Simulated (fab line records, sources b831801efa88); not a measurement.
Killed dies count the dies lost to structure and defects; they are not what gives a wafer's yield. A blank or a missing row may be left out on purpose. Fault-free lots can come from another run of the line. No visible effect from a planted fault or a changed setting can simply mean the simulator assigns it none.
The tool behind it: which one? / flow sky130 / 14 lots with 42 wafers sampled at 4 steps, on a route of 708 steps

WHAT THE GAUGES READ, wafer by wafer
SKY_VIA1_BOW_MEAS_03.
lot=L150; measured=day 33 17:20; on=film-metro-03; VIA1_BOW (um)=78 77 82
lot=L153; measured=day 34 19:30; on=film-metro-03; VIA1_BOW (um)=63 76 82
lot=L154; measured=day 35 04:48; on=film-metro-04; VIA1_BOW (um)=86 76 78
lot=L156; measured=day 35 16:14; on=film-metro-03; VIA1_BOW (um)=79 74 84
lot=L158; measured=day 36 10:28; on=film-metro-04; VIA1_BOW (um)=85 86 89
lot=L160; measured=day 36 20:56; on=film-metro-04; VIA1_BOW (um)=81 90 79
lot=L161; measured=day 37 09:49; on=film-metro-01; VIA1_BOW (um)=75 84 74
lot=L163; measured=day 38 02:17; on=film-metro-01; VIA1_BOW (um)=69 71 77
lot=L164; measured=day 38 04:17; on=film-metro-03; VIA1_BOW (um)=91 77 84
lot=L166; measured=day 38 13:49; on=film-metro-01; VIA1_BOW (um)=91 77 76
lot=L168; measured=day 39 14:06; on=film-metro-01; VIA1_BOW (um)=83 97 77
lot=L169; measured=day 39 15:11; on=film-metro-01; VIA1_BOW (um)=73 80 91
lot=L172; measured=day 40 11:48; on=film-metro-04; VIA1_BOW (um)=74 80 88
lot=L173; measured=day 40 20:32; on=film-metro-04; VIA1_BOW (um)=73 92 75

SKY_VIA1_CD_MEAS_12: target cd 150 nm.
lot=L150; measured=day 34 20:44; on=cd-sem-02; cd-nm (nm)=150.1 149.5 149.7
lot=L153; measured=day 35 22:04; on=cd-sem-02; cd-nm (nm)=150.9 150.6 149.2
lot=L154; measured=day 36 07:27; on=cd-sem-02; cd-nm (nm)=149.1 149.0 149.4
lot=L156; measured=day 36 18:28; on=cd-sem-02; cd-nm (nm)=150.3 151.2 150.7
lot=L158; measured=day 37 13:02; on=cd-sem-02; cd-nm (nm)=151.1 150.0 150.0
lot=L160; measured=day 37 23:44; on=cd-sem-01; cd-nm (nm)=153.2 152.0 154.6
lot=L161; measured=day 38 12:35; on=cd-sem-02; cd-nm (nm)=148.2 147.3 149.2
lot=L163; measured=day 39 03:35; on=cd-sem-01; cd-nm (nm)=150.6 151.1 153.3
lot=L164; measured=day 39 05:40; on=cd-sem-01; cd-nm (nm)=149.1 150.0 149.7
lot=L166; measured=day 39 14:58; on=cd-sem-01; cd-nm (nm)=147.6 145.9 147.8
lot=L168; measured=day 40 15:19; on=cd-sem-01; cd-nm (nm)=150.4 150.4 149.4
lot=L169; measured=day 40 16:19; on=cd-sem-01; cd-nm (nm)=149.8 150.8 150.5
lot=L172; measured=day 41 12:38; on=cd-sem-01; cd-nm (nm)=150.7 150.4 152.0
lot=L173; measured=day 41 20:50; on=cd-sem-01; cd-nm (nm)=151.3 149.0 148.2

SKY_METAL2_RS_MEAS_05: uses a four-point probe to measure.
lot=L150; measured=day 34 22:23; on=film-metro-01; METAL2_ALCU_RS (ohm/sq)=0.1280 0.1286 0.1278
lot=L153; measured=day 35 23:46; on=film-metro-02; METAL2_ALCU_RS (ohm/sq)=0.1266 0.1276 0.1277
lot=L154; measured=day 36 09:04; on=film-metro-02; METAL2_ALCU_RS (ohm/sq)=0.1260 0.1257 0.1258
lot=L156; measured=day 36 20:05; on=film-metro-02; METAL2_ALCU_RS (ohm/sq)=0.1254 0.1257 0.1268
lot=L158; measured=day 37 14:39; on=film-metro-01; METAL2_ALCU_RS (ohm/sq)=0.1294 0.1313 0.1300
lot=L160; measured=day 38 01:22; on=film-metro-03; METAL2_ALCU_RS (ohm/sq)=0.1274 0.1274 0.1276
lot=L161; measured=day 38 14:13; on=film-metro-01; METAL2_ALCU_RS (ohm/sq)=0.1259 0.1272 0.1270
lot=L163; measured=day 39 05:17; on=film-metro-01; METAL2_ALCU_RS (ohm/sq)=0.1262 0.1262 0.1253
lot=L164; measured=day 39 07:19; on=film-metro-01; METAL2_ALCU_RS (ohm/sq)=0.1282 0.1274
lot=L166; measured=day 39 16:47; on=film-metro-03; METAL2_ALCU_RS (ohm/sq)=0.1271
lot=L168; measured=day 40 16:55; on=film-metro-02; METAL2_ALCU_RS (ohm/sq)=0.1290 0.1292 0.1279
lot=L169; measured=day 40 18:08; on=film-metro-03; METAL2_ALCU_RS (ohm/sq)=0.1267 0.1283 0.1271
lot=L172; measured=day 41 14:15; on=film-metro-01; METAL2_ALCU_RS (ohm/sq)=0.1245 0.1258 0.1271
lot=L173; measured=day 41 22:26; on=film-metro-01; METAL2_ALCU_RS (ohm/sq)=0.1256 0.1287 0.1262

EACH LOT AND THE TOOL THAT RAN IT (in order: tool; ch and the chambers of the sampled wafers; start)
lot=L150; SKY_VIA1_CMP_24=cmp-01 ch 0,2,3, day 34 21:56
lot=L153; SKY_VIA1_CMP_24=cmp-01 ch 1,2,3, day 35 23:22
lot=L154; SKY_VIA1_CMP_24=cmp-02 ch 0,2, day 36 08:35
lot=L156; SKY_VIA1_CMP_24=cmp-02 ch 0,1,2, day 36 19:44
lot=L158; SKY_VIA1_CMP_24=cmp-01 ch 0,1,3, day 37 14:13
lot=L160; SKY_VIA1_CMP_24=cmp-02 ch 2,3, day 38 00:57
lot=L161; SKY_VIA1_CMP_24=cmp-01 ch 1,2, day 38 13:46
lot=L163; SKY_VIA1_CMP_24=cmp-02 ch 1,2,3, day 39 04:52
lot=L164; SKY_VIA1_CMP_24=cmp-02 ch 1,2, day 39 06:54
lot=L166; SKY_VIA1_CMP_24=cmp-02 ch 1,2, day 39 16:23
lot=L168; SKY_VIA1_CMP_24=cmp-01 ch 1,2,3, day 40 16:33
lot=L169; SKY_VIA1_CMP_24=cmp-01 ch 1,2,3, day 40 17:41
lot=L172; SKY_VIA1_CMP_24=cmp-01 ch 1,2, day 41 13:49
lot=L173; SKY_VIA1_CMP_24=cmp-01 ch 0,1,2, day 41 22:02
- SKY_VIA1_CMP_24: polishes, stops on SiO2, t overpolish 15 s, target thk 0 nm.

AS READ BY THE TOOLS THEMSELVES (means over the sampled wafers that have a number; for cases with no such wafer, the mark the record gives instead)
SKY_VIA1_CMP_24.
lot=L150; tool=cmp-01; head-pressure-psi (psi)=3.504; motor-current-A (A)=11.1; overpolish-run-s (s)=15.011; time-to-endpoint-s (s)=64.6
lot=L153; tool=cmp-01; head-pressure-psi (psi)=3.502; motor-current-A (A)=11.0; overpolish-run-s (s)=15.000; time-to-endpoint-s (s)=65.9
lot=L154; tool=cmp-02; head-pressure-psi (psi)=3.495; motor-current-A (A)=10.9; overpolish-run-s (s)=14.997; time-to-endpoint-s (s)=64.6
lot=L156; tool=cmp-02; head-pressure-psi (psi)=3.501; motor-current-A (A)=11.1; overpolish-run-s (s)=14.999; time-to-endpoint-s (s)=67.0
lot=L158; tool=cmp-01; head-pressure-psi (psi)=3.506; motor-current-A (A)=10.4; overpolish-run-s (s)=15.008; time-to-endpoint-s (s)=67.6
lot=L160; tool=cmp-02; head-pressure-psi (psi)=3.500; motor-current-A (A)=10.9; overpolish-run-s (s)=15.003; time-to-endpoint-s (s)=69.2
lot=L161; tool=cmp-01; head-pressure-psi (psi)=3.495; motor-current-A (A)=12.0; overpolish-run-s (s)=15.001; time-to-endpoint-s (s)=66.0
lot=L163; tool=cmp-02; head-pressure-psi (psi)=3.500; motor-current-A (A)=10.3; overpolish-run-s (s)=15.003; time-to-endpoint-s (s)=63.8
lot=L164; tool=cmp-02; head-pressure-psi (psi)=3.495; motor-current-A (A)=10.6; overpolish-run-s (s)=10.013; time-to-endpoint-s (s)=75.9
lot=L166; tool=cmp-02; head-pressure-psi (psi)=3.497; motor-current-A (A)=10.4; overpolish-run-s (s)=5.023; time-to-endpoint-s (s)=89.4
lot=L168; tool=cmp-01; head-pressure-psi (psi)=3.503; motor-current-A (A)=11.4; overpolish-run-s (s)=15.000; time-to-endpoint-s (s)=67.2
lot=L169; tool=cmp-01; head-pressure-psi (psi)=3.498; motor-current-A (A)=11.3; overpolish-run-s (s)=15.015; time-to-endpoint-s (s)=64.2
lot=L172; tool=cmp-01; head-pressure-psi (psi)=3.498; motor-current-A (A)=11.9; overpolish-run-s (s)=15.002; time-to-endpoint-s (s)=64.5
lot=L173; tool=cmp-01; head-pressure-psi (psi)=3.503; motor-current-A (A)=10.8; overpolish-run-s (s)=14.995; time-to-endpoint-s (s)=62.2

THE ANSWER, worked out from the rows above alone
Rule: the lots themselves supply what counts as usual. The widest of any qualifying gaps counts: lots, ordered by their means at a reading, are off when they make up no more than a third of the lots, leave a main group of 4 or more, and stand apart from it by 3 or more times the standard deviation of that group's means. If all means in a main group match to the digits the tables above print for the reading, that group is not used. Also off: a lot with no number at a reading for which 4 or more lots have one. The other lots that the step has rows for count as sound. After the gauges, taken in route order, come the tools' own readings; for these a lot's mean is taken, as printed above. At the first step where some lot is off, the reading lying furthest off is the one used; lots without a number count as furthest.
Off, at SKY_VIA1_CMP_24 on overpolish-run-s: L164, L166. For the main group the mean is 15.003 s and the standard deviation 0.0056.
If a tool, at that step or one of the process steps before it, ran each lot that is off and ran no sound lot following the first of them, it fits. One candidate fits, namely cmp-02 at SKY_VIA1_CMP_24. A fault onset in the window from L163 (day 39 04:52, its last sound lot) to L164 (day 39 06:54, its first lot off) fits.
The tool's own readings at SKY_VIA1_CMP_24 bear it out: on the lots that are off they differ by more than 5 times the standard deviation of the sound lots' means. overpolish-run-s reads 7.518 s there against 15.003 s on the sound lots; time-to-endpoint-s reads 82.7 s there against 65.6 s on the sound lots.

WHAT THE SIMULATOR PUT IN
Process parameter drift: cmp-02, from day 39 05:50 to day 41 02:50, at SKY_VIA1_CMP_24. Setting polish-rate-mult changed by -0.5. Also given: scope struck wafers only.
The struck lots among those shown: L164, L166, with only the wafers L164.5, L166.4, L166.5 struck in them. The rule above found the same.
